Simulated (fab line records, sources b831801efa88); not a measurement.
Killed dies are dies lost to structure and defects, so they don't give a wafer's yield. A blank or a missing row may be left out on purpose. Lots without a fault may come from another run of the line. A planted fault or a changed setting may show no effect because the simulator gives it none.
Chamber matching | flow gf180mcu | GF_V2_CMP_26 on cmp-01: 4 sister chambers
The step polishes, stops on SiO2, t overpolish 15 s, target thk 0 nm. 8 wafers are shown with their chamber, then 12 later ones without.

WAFERS WITH THEIR CHAMBER
wafer  | chamber | motor_current_A (A) | time_to_endpoint_s (s)
L086.4 | 2       | 10.3                | 91
L086.6 | 3       | 10.3                | 89
L088.1 | 1       | 13.5                | 85
L088.2 | 0       | 10.8                | 85
L088.4 | 2       | 10.2                | 81
L090.2 | 3       | 10.5                | 83
L090.3 | 0       | 11.8                | 87
L090.5 | 1       | 13.6                | 87

WAFERS WITHOUT THEIR CHAMBER
wafer  | motor_current_A (A) | time_to_endpoint_s (s)
L091.4 | 13.0                | 93
L091.5 | 10.7                | 89
L091.6 | 11.0                | 92
L092.1 | 13.2                | 89
L092.3 | 11.2                | 98
L092.4 | 11.4                | 92
L093.1 | 10.9                | 85
L093.2 | 10.2                | 90
L093.4 | 13.1                | 86
L097.2 | 10.9                | 85
L097.4 | 10.3                | 84
L097.5 | 11.3                | 83

WHICH CHAMBER EACH WENT THROUGH
wafer  | from the rows above          | in truth
L091.4 | 1                            | 1
L091.5 | can't be placed: 3 or 2 or 0 | 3
L091.6 | can't be placed: 0 or 3 or 2 | 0
L092.1 | 1                            | 1
L092.3 | can't be placed: 0 or 3 or 2 | 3
L092.4 | can't be placed: 0 or 3      | 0
L093.1 | can't be placed: 0 or 3 or 2 | 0
L093.2 | can't be placed: 2 or 3      | 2
L093.4 | 1                            | 1
L097.2 | can't be placed: 0 or 3 or 2 | 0
L097.4 | can't be placed: 2 or 3      | 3
L097.5 | can't be placed: 0 or 3      | 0
Placed correctly: 3 of 12. Can't be placed from these rows: 9 (the true chamber is among the candidates in 9). Placed wrongly: 0.
How it was worked out, from the rows above alone: a wafer's distance from a chamber is the root of the sum, over the readings, of the square of ((its reading less the chamber's mean) divided by the reading's scatter). The wafer belongs to the nearest chamber; if the next one is less than 2 further off, it can't be placed. A chamber's mean is the mean of its shown wafers. The scatter: the root of (the sum of the squares of (reading less its chamber's mean) over the shown wafers, divided by (wafers less chambers)).
